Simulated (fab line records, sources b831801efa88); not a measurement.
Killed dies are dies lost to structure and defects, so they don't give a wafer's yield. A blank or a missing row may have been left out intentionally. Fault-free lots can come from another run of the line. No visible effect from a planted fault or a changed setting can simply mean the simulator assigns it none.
Code-filled problem report in 8D (eight disciplines) form + flow sky130 + the parts of the form that need people (team, actions taken, sign-off) are left out

## 1. THE ISSUE
POLY_GATE_CVD_00_THK at SKY_POLY_GATE_THK_MEAS_01 reads a mean of 227.2 nm on 3 wafers of 1 lot; wafers without a fault read 179.7 nm with a standard deviation of 1.3. That is +37 standard deviations from the usual mean.
The first sign was on wafer L265.1 at day 21 08:59, on film-metro-02. At this step, 39 wafers from 13 lots have a number in the record. By rule, "out" or "out of limits" means more than 4 standard deviations away from the usual mean. All remaining wafers that have a number are taken as sound.

## 2. WHAT IT IS, AND WHAT IT ISN'T
| question                    | is                     | is not                                                                 |
|-----------------------------|------------------------|------------------------------------------------------------------------|
| which readings at this step | POLY_GATE_CVD_00_THK   | -                                                                      |
| which lots                  | L265                   | L246, L247, L248, L249, L250, L252, L254, L255, L256, L257, L259, L267 |
| which wafers of those lots  | all that have a number | -                                                                      |
| read on which gauges        | film-metro-02          | film-metro-03, film-metro-04                                           |
| when                        | from day 21 08:59      | up to then (33 sound wafers); but 3 sound wafers of L267 came after    |

## 3. THE SUSPECTS, EACH WITH WHAT RULES IT OUT
Counting: any tool at a process step up to the reading is kept as a suspect provided that every lot that is out went through it and no sound lot did after the first of them.
- the gauge at SKY_POLY_GATE_THK_MEAS_01: kept. All the wafers that are out were read on film-metro-02, and no step on other tools shows them out.
- plasma-asher-01 at SKY_VT_ADJUST_PCH_STRIP_09 (strips in O2/N2): ruled out as a lasting fault. The sound lots L267 went through it after L265, its earliest lot that is out (day 16 12:32).
- lpcvd-01 at SKY_POLY_GATE_CVD_00 (deposits poly-Si, target thk 180 nm, time 720 s): ruled out as a lasting fault. The sound lots L267 went through it after L265, its earliest lot that is out (day 21 07:47).
The count leaves film-metro-02 at SKY_POLY_GATE_THK_MEAS_01.

## 4. THE CAUSE (what the simulator had put in)
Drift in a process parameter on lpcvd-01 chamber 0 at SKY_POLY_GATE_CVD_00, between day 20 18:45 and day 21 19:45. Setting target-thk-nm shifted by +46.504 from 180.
The count ruled it out by mistake, since the rule takes a fault to strike every lot its tool runs from the start of the fault on, and this one did not do so.

## 5. THE EFFECT CHAIN, in route order
Each row: a reading whose mean over the struck wafers that have a number lies more than 3 standard deviations from the usual. Only readings whose record carries a usual standard deviation are examined. hours: median over the lots of the time between each lot's start at the first step of this table that gives one and its start at this step. sigmas: the change, counted in usual standard deviations.
| hours | step                      | reading              | usual    | on struck wafers | change | sigmas |
|-------|---------------------------|----------------------|----------|------------------|--------|--------|
| 0     | SKY_POLY_GATE_THK_MEAS_01 | POLY_GATE_CVD_00_THK | 179.7 nm | 227.2            | +47.5  | +37    |

## 6. HOW IT WOULD HAVE BEEN CAUGHT EARLIER
The first out-of-limits reading at a measuring or inspecting step in this record came at day 21 08:59, 14 hours after the fault's start at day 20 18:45.
An alarm limit of 4 standard deviations would not have fired on the tool readings at SKY_POLY_GATE_CVD_00 for which the record gives a usual standard deviation, since none of them was out on any struck wafer.
